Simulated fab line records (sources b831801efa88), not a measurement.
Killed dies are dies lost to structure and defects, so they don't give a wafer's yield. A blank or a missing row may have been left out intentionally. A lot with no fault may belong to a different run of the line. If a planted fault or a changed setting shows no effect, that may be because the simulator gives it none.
Commonality check across tools / flow gf180mcu / 11 lots, 33 wafers sampled

== REASON IT WAS OPENED ==
2 of 11 lots carry a flag on the reading M4_ALCU_RS at GF_M4_RS_MEAS_05. No-fault wafers: 0.0690 ohm/sq, standard deviation 0.00079.
Rule: a lot gets a flag if all its wafers with a number sit over 4 standard deviations from that mean, or if no wafer of it has a number. All remaining lots are regarded as sound.

lot=L742; measured=day 23 16:57; on=film_metro-02; M4_ALCU_RS (ohm/sq), wafer by wafer=0.0701 0.0687 0.0686; flag=
lot=L744; measured=day 24 08:20; on=film_metro-03; M4_ALCU_RS (ohm/sq), wafer by wafer=0.0686 0.0693 0.0693; flag=
lot=L745; measured=day 24 14:13; on=film_metro-02; M4_ALCU_RS (ohm/sq), wafer by wafer=0.0682 0.0684 0.0695; flag=
lot=L749; measured=day 26 00:08; on=film_metro-03; M4_ALCU_RS (ohm/sq), wafer by wafer=0.0689 0.0687 0.0695; flag=
lot=L750; measured=day 26 08:59; on=film_metro-03; M4_ALCU_RS (ohm/sq), wafer by wafer=0.0671 0.0677 0.0693; flag=
lot=L751; measured=day 26 15:26; on=film_metro-02; M4_ALCU_RS (ohm/sq), wafer by wafer=0.0694 0.0694 0.0694; flag=
lot=L756; measured=day 28 17:19; on=film_metro-03; M4_ALCU_RS (ohm/sq), wafer by wafer=0.0757 0.0760 0.0743; flag=FLAGGED
lot=L759; measured=day 29 05:53; on=film_metro-03; M4_ALCU_RS (ohm/sq), wafer by wafer=0.0755 0.0736 0.0737; flag=FLAGGED
lot=L761; measured=day 29 16:45; on=film_metro-02; M4_ALCU_RS (ohm/sq), wafer by wafer=0.0684 0.0686 0.0699; flag=
lot=L760; measured=day 29 18:34; on=film_metro-02; M4_ALCU_RS (ohm/sq), wafer by wafer=0.0686 0.0682 0.0695; flag=
lot=L762; measured=day 29 23:54; on=film_metro-02; M4_ALCU_RS (ohm/sq), wafer by wafer=0.0677 0.0703 0.0706; flag=
The mean of the flagged lots' numbers is 0.0748 ohm/sq, +0.0058 ohm/sq from the usual (+7 standard deviations).

== LOT BY LOT: THE TOOL USED ==
Before the reading, the record contains 4 process steps out of a 602-step route. Cell contents, in order: the tool; ch with the chambers the sampled wafers went through; the start.
lot=L742; flag=; GF_V2_SPUTTER_22=pvd_sputter-01, day 21 14:23; GF_V3_CMP_04=cmp-02 ch 2,3, day 22 16:09; GF_V3_STRIP_18=plasma_asher-04 ch 0,1, day 23 15:28; GF_M4_SPUTTER_02=pvd_sputter-03, day 23 16:52
lot=L744; flag=; GF_V2_SPUTTER_22=pvd_sputter-02, day 22 05:47; GF_V3_CMP_04=cmp-01 ch 0,1,2, day 23 07:13; GF_V3_STRIP_18=plasma_asher-02 ch 0, day 24 06:37; GF_M4_SPUTTER_02=pvd_sputter-03, day 24 08:13
lot=L745; flag=; GF_V2_SPUTTER_22=pvd_sputter-01, day 22 12:01; GF_V3_CMP_04=cmp-02 ch 0,1,2, day 23 13:16; GF_V3_STRIP_18=plasma_asher-02 ch 0,1, day 24 12:46; GF_M4_SPUTTER_02=pvd_sputter-03, day 24 14:08
lot=L749; flag=; GF_V2_SPUTTER_22=pvd_sputter-01, day 23 22:56; GF_V3_CMP_04=cmp-02 ch 2,3, day 25 00:17; GF_V3_STRIP_18=plasma_asher-02 ch 0,1, day 25 22:29; GF_M4_SPUTTER_02=pvd_sputter-03, day 26 00:00
lot=L750; flag=; GF_V2_SPUTTER_22=pvd_sputter-01, day 24 10:39; GF_V3_CMP_04=cmp-02 ch 0,2,3, day 25 09:19; GF_V3_STRIP_18=plasma_asher-04 ch 0,1, day 26 07:32; GF_M4_SPUTTER_02=pvd_sputter-04, day 26 08:54
lot=L751; flag=; GF_V2_SPUTTER_22=pvd_sputter-04, day 24 16:13; GF_V3_CMP_04=cmp-02 ch 1,2,3, day 25 16:15; GF_V3_STRIP_18=plasma_asher-01 ch 0,1, day 26 13:58; GF_M4_SPUTTER_02=pvd_sputter-03, day 26 15:20
lot=L756; flag=FLAGGED; GF_V2_SPUTTER_22=pvd_sputter-02, day 26 20:17; GF_V3_CMP_04=cmp-01 ch 1,3, day 27 19:25; GF_V3_STRIP_18=plasma_asher-01 ch 0,1, day 28 15:51; GF_M4_SPUTTER_02=pvd_sputter-03, day 28 17:11
lot=L759; flag=FLAGGED; GF_V2_SPUTTER_22=pvd_sputter-02, day 27 10:53; GF_V3_CMP_04=cmp-01 ch 1,2,3, day 28 09:18; GF_V3_STRIP_18=plasma_asher-04 ch 0,1, day 29 04:25; GF_M4_SPUTTER_02=pvd_sputter-03, day 29 05:48
lot=L761; flag=; GF_V2_SPUTTER_22=pvd_sputter-01, day 27 20:59; GF_V3_CMP_04=cmp-02 ch 1,2, day 28 19:02; GF_V3_STRIP_18=plasma_asher-04 ch 0,1, day 29 15:00; GF_M4_SPUTTER_02=pvd_sputter-04, day 29 16:32
lot=L760; flag=; GF_V2_SPUTTER_22=pvd_sputter-01, day 27 22:46; GF_V3_CMP_04=cmp-02 ch 0,1, day 28 20:51; GF_V3_STRIP_18=plasma_asher-01 ch 0,1, day 29 17:04; GF_M4_SPUTTER_02=pvd_sputter-02, day 29 18:27
lot=L762; flag=; GF_V2_SPUTTER_22=pvd_sputter-02, day 28 05:23; GF_V3_CMP_04=cmp-01 ch 0,2,3, day 29 02:23; GF_V3_STRIP_18=plasma_asher-01 ch 0,1, day 29 22:14; GF_M4_SPUTTER_02=pvd_sputter-04, day 29 23:41
What the steps here do:
- GF_V2_SPUTTER_22: material TiN, target thk 10 nm, time 40 s.
- GF_V3_CMP_04: polishes SiO2.
- GF_V3_STRIP_18: strips in O2/N2.
- GF_M4_SPUTTER_02: material AlCu, target thk 450 nm, time 23.9 s.
- GF_M4_RS_MEAS_05: measures by four-point-probe.

== FLAGGED AGAINST TOTAL, ONE TOOL AT A TIME (gauges that did the reading follow at the end) ==
step=GF_V2_SPUTTER_22; tool=pvd_sputter-01; lots run=6; flagged=0; share of the flagged lots=none; sound lots run after its first flagged lot=-
step=GF_V2_SPUTTER_22; tool=pvd_sputter-02; lots run=4; flagged=2; share of the flagged lots=all; sound lots run after its first flagged lot=1 (L762)
step=GF_V2_SPUTTER_22; tool=pvd_sputter-04; lots run=1; flagged=0; share of the flagged lots=none; sound lots run after its first flagged lot=-
step=GF_V3_CMP_04; tool=cmp-01; lots run=4; flagged=2; share of the flagged lots=all; sound lots run after its first flagged lot=1 (L762)
step=GF_V3_CMP_04; tool=cmp-02; lots run=7; flagged=0; share of the flagged lots=none; sound lots run after its first flagged lot=-
step=GF_V3_STRIP_18; tool=plasma_asher-01; lots run=4; flagged=1; share of the flagged lots=some; sound lots run after its first flagged lot=2 (L760,L762)
step=GF_V3_STRIP_18; tool=plasma_asher-02; lots run=3; flagged=0; share of the flagged lots=none; sound lots run after its first flagged lot=-
step=GF_V3_STRIP_18; tool=plasma_asher-04; lots run=4; flagged=1; share of the flagged lots=some; sound lots run after its first flagged lot=1 (L761)
step=GF_M4_SPUTTER_02; tool=pvd_sputter-02; lots run=1; flagged=0; share of the flagged lots=none; sound lots run after its first flagged lot=-
step=GF_M4_SPUTTER_02; tool=pvd_sputter-03; lots run=7; flagged=2; share of the flagged lots=all; sound lots run after its first flagged lot=0
step=GF_M4_SPUTTER_02; tool=pvd_sputter-04; lots run=3; flagged=0; share of the flagged lots=none; sound lots run after its first flagged lot=-
step=GF_M4_RS_MEAS_05; tool=film_metro-02; lots run=6; flagged=0; share of the flagged lots=none; sound lots run after its first flagged lot=-
step=GF_M4_RS_MEAS_05; tool=film_metro-03; lots run=5; flagged=2; share of the flagged lots=all; sound lots run after its first flagged lot=0

== WHAT THE TABLE PERMITS ==
4 rows of the table ran every flagged lot: pvd_sputter-02 at GF_V2_SPUTTER_22, cmp-01 at GF_V3_CMP_04, pvd_sputter-03 at GF_M4_SPUTTER_02, film_metro-03 at GF_M4_RS_MEAS_05.
- pvd_sputter-02 at GF_V2_SPUTTER_22 ran 4 lots, 2 of them flagged. After the first flagged lot (L762), sound lots still ran on it; a lasting fault on the whole tool would not permit that.
- cmp-01 at GF_V3_CMP_04 ran 4 lots, 2 of them flagged. After the first flagged lot (L762), sound lots still ran on it; a lasting fault on the whole tool would not permit that.
- pvd_sputter-03 at GF_M4_SPUTTER_02 ran 7 lots, 2 of them flagged. A fault beginning between L751 (day 26 15:20), its last sound lot, and L756 (day 28 17:11), its first flagged one, fits the data.
- film_metro-03 at GF_M4_RS_MEAS_05 ran 5 lots, 2 of them flagged. A fault beginning between L750 (day 26 08:59), its last sound lot, and L756 (day 28 17:19), its first flagged one, fits the data.
These 2 tools cannot be told apart by counting lots, since each of them fits a fault that started at some hour. More lots, or a look at what each step does to the wafer, might.

== WHAT WAS PUT IN BY THE SIMULATOR ==
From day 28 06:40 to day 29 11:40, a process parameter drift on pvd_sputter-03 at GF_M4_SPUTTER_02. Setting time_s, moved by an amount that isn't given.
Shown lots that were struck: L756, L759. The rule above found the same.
